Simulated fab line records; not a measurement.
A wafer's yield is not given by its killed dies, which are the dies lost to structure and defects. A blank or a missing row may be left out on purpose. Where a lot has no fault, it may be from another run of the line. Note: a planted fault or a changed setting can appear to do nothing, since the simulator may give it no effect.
The tool behind it: which one? / flow sky130 / Sampling: 13 lots, 39 wafers, 3 of 708 route steps

WHAT EACH GAUGE READ, for each wafer
SKY_METAL3_OVL_MEAS_14. Usual: METAL3_OVL 1 nm, standard deviation 6.5.
lot=L709; measured=day 38 12:04; on=overlay-02; METAL3_OVL (nm)=4 6 2; flag=
lot=L710; measured=day 39 01:20; on=overlay-01; METAL3_OVL (nm)=7 4 6; flag=
lot=L712; measured=day 39 09:03; on=overlay-02; METAL3_OVL (nm)=8 6 2; flag=
lot=L713; measured=day 39 19:53; on=overlay-01; METAL3_OVL (nm)=6 9 4; flag=
lot=L714; measured=day 39 21:50; on=overlay-01; METAL3_OVL (nm)=11 2 -4; flag=
lot=L715; measured=day 40 07:09; on=overlay-01; METAL3_OVL (nm)=4 1 8; flag=
lot=L716; measured=day 41 07:32; on=overlay-02; METAL3_OVL (nm)=0 -11 -10; flag=
lot=L717; measured=day 41 08:50; on=overlay-01; METAL3_OVL (nm)=9 -3 -2; flag=
lot=L719; measured=day 42 06:27; on=overlay-02; METAL3_OVL (nm)=-3 -1 1; flag=
lot=L721; measured=day 42 14:32; on=overlay-02; METAL3_OVL (nm)=-2 1 3; flag=
lot=L723; measured=day 43 01:59; on=overlay-02; METAL3_OVL (nm)=-2 2 -1; flag=
lot=L729; measured=day 44 09:14; on=overlay-01; METAL3_OVL (nm)=8 13 -3; flag=
lot=L730; measured=day 44 16:19; on=overlay-02; METAL3_OVL (nm)=-2 -6 -6; flag=

WHAT TOOL EACH LOT RAN ON (gives the tool, then ch and the chambers of the sampled wafers, and finally the start)
lot=L709; SKY_CONTACT_HDPCVD_02=hdpcvd-01 ch 0,1, day 30 10:56; SKY_METAL2_METAL_ETCH_19=rie_metal-02 ch 0,1, day 35 03:16
lot=L710; SKY_CONTACT_HDPCVD_02=hdpcvd-02 ch 0,2, day 31 00:06; SKY_METAL2_METAL_ETCH_19=rie_metal-02 ch 0,1, day 35 16:56
lot=L712; SKY_CONTACT_HDPCVD_02=hdpcvd-02 ch 0,1, day 31 10:02; SKY_METAL2_METAL_ETCH_19=rie_metal-02 ch 0,1, day 36 01:29
lot=L713; SKY_CONTACT_HDPCVD_02=hdpcvd-01 ch 1,2, day 31 21:44; SKY_METAL2_METAL_ETCH_19=rie_metal-02 ch 0,1, day 36 12:16
lot=L714; SKY_CONTACT_HDPCVD_02=hdpcvd-02 ch 0,1, day 31 22:47; SKY_METAL2_METAL_ETCH_19=rie_metal-02 ch 0,1, day 36 13:59
lot=L715; SKY_CONTACT_HDPCVD_02=hdpcvd-01 ch 0,2, day 32 09:29; SKY_METAL2_METAL_ETCH_19=rie_metal-01 ch 0,1, day 37 00:52
lot=L716; SKY_CONTACT_HDPCVD_02=hdpcvd-02 ch 1,2, day 33 11:31; SKY_METAL2_METAL_ETCH_19=rie_metal-02 ch 0,1, day 38 01:31
lot=L717; SKY_CONTACT_HDPCVD_02=hdpcvd-02 ch 0,1,2, day 33 12:58; SKY_METAL2_METAL_ETCH_19=rie_metal-03 ch 0,1, day 38 03:04
lot=L719; SKY_CONTACT_HDPCVD_02=hdpcvd-02 ch 0,2, day 34 12:54; SKY_METAL2_METAL_ETCH_19=rie_metal-03 ch 0,1, day 39 01:49
lot=L721; SKY_CONTACT_HDPCVD_02=hdpcvd-02 ch 0,2, day 34 22:59; SKY_METAL2_METAL_ETCH_19=rie_metal-03 ch 0,1, day 39 11:38
lot=L723; SKY_CONTACT_HDPCVD_02=hdpcvd-01 ch 0,2, day 35 11:41; SKY_METAL2_METAL_ETCH_19=rie_metal-03 ch 0,1, day 40 00:24
lot=L729; SKY_CONTACT_HDPCVD_02=hdpcvd-01 ch 0,1,2, day 37 00:28; SKY_METAL2_METAL_ETCH_19=rie_metal-03 ch 0,1, day 41 09:26
lot=L730; SKY_CONTACT_HDPCVD_02=hdpcvd-02 ch 0,2, day 37 06:26; SKY_METAL2_METAL_ETCH_19=rie_metal-02 ch 0,1, day 41 15:53
- SKY_CONTACT_HDPCVD_02: deposits SiO2, target thk 565 nm, time 94.2 s.
- SKY_METAL2_METAL_ETCH_19: etches the open film in Cl2/BCl3, stops on SiO2, target depth 360 nm, time 78 s.

WHAT THE TOOLS THEMSELVES READ (means of the sampled wafers that have a number; where no wafer has one, the mark that the record gives instead)
SKY_METAL2_METAL_ETCH_19. Usual: drypump_motor_current_A 5.8 A, standard deviation 0.39; oes_product_au 0.854 a.u., standard deviation 0.0058; rf_fwd_power_W 893 W, standard deviation 3.4; throttle_valve_pct 22.264 %, standard deviation 0.0096.
lot=L709; tool=rie_metal-02; drypump_motor_current_A (A)=5.9; oes_product_au (a.u.)=0.851; rf_fwd_power_W (W)=895; throttle_valve_pct (%)=22.251; flag=
lot=L710; tool=rie_metal-02; drypump_motor_current_A (A)=5.9; oes_product_au (a.u.)=0.860; rf_fwd_power_W (W)=895; throttle_valve_pct (%)=22.268; flag=
lot=L712; tool=rie_metal-02; drypump_motor_current_A (A)=5.9; oes_product_au (a.u.)=0.858; rf_fwd_power_W (W)=895; throttle_valve_pct (%)=22.262; flag=
lot=L713; tool=rie_metal-02; drypump_motor_current_A (A)=6.2; oes_product_au (a.u.)=0.857; rf_fwd_power_W (W)=892; throttle_valve_pct (%)=22.272; flag=
lot=L714; tool=rie_metal-02; drypump_motor_current_A (A)=5.9; oes_product_au (a.u.)=0.849; rf_fwd_power_W (W)=894; throttle_valve_pct (%)=22.261; flag=
lot=L715; tool=rie_metal-01; drypump_motor_current_A (A)=5.7; oes_product_au (a.u.)=0.849; rf_fwd_power_W (W)=890; throttle_valve_pct (%)=22.257; flag=
lot=L716; tool=rie_metal-02; drypump_motor_current_A (A)=5.9; oes_product_au (a.u.)=0.858; rf_fwd_power_W (W)=894; throttle_valve_pct (%)=22.262; flag=
lot=L717; tool=rie_metal-03; drypump_motor_current_A (A)=5.7; oes_product_au (a.u.)=0.861; rf_fwd_power_W (W)=893; throttle_valve_pct (%)=22.269; flag=
lot=L719; tool=rie_metal-03; drypump_motor_current_A (A)=5.7; oes_product_au (a.u.)=0.856; rf_fwd_power_W (W)=893; throttle_valve_pct (%)=22.267; flag=
lot=L721; tool=rie_metal-03; drypump_motor_current_A (A)=5.7; oes_product_au (a.u.)=0.856; rf_fwd_power_W (W)=896; throttle_valve_pct (%)=22.268; flag=
lot=L723; tool=rie_metal-03; drypump_motor_current_A (A)=5.6; oes_product_au (a.u.)=0.850; rf_fwd_power_W (W)=893; throttle_valve_pct (%)=22.263; flag=
lot=L729; tool=rie_metal-03; drypump_motor_current_A (A)=5.6; oes_product_au (a.u.)=0.863; rf_fwd_power_W (W)=891; throttle_valve_pct (%)=22.270; flag=
lot=L730; tool=rie_metal-02; drypump_motor_current_A (A)=6.2; oes_product_au (a.u.)=0.854; rf_fwd_power_W (W)=897; throttle_valve_pct (%)=22.271; flag=

THE ANSWER, worked out from the rows above alone
Rule: a lot is off if the mean of its wafers that have a number lies more than 3 standard deviations from the usual mean. Also off: a lot with no number at a reading for which 4 or more lots have one. Any other lot the step has rows for is counted as sound. First the gauges in route order, then the tools' own readings, where a lot's mean is used as printed above. At the first step where some lot is off, the reading lying furthest off is the one used; lots without a number count as furthest.
Nothing can be told from this: no lot is off at any reading shown.

WHAT THE SIMULATOR HAD INSERTED
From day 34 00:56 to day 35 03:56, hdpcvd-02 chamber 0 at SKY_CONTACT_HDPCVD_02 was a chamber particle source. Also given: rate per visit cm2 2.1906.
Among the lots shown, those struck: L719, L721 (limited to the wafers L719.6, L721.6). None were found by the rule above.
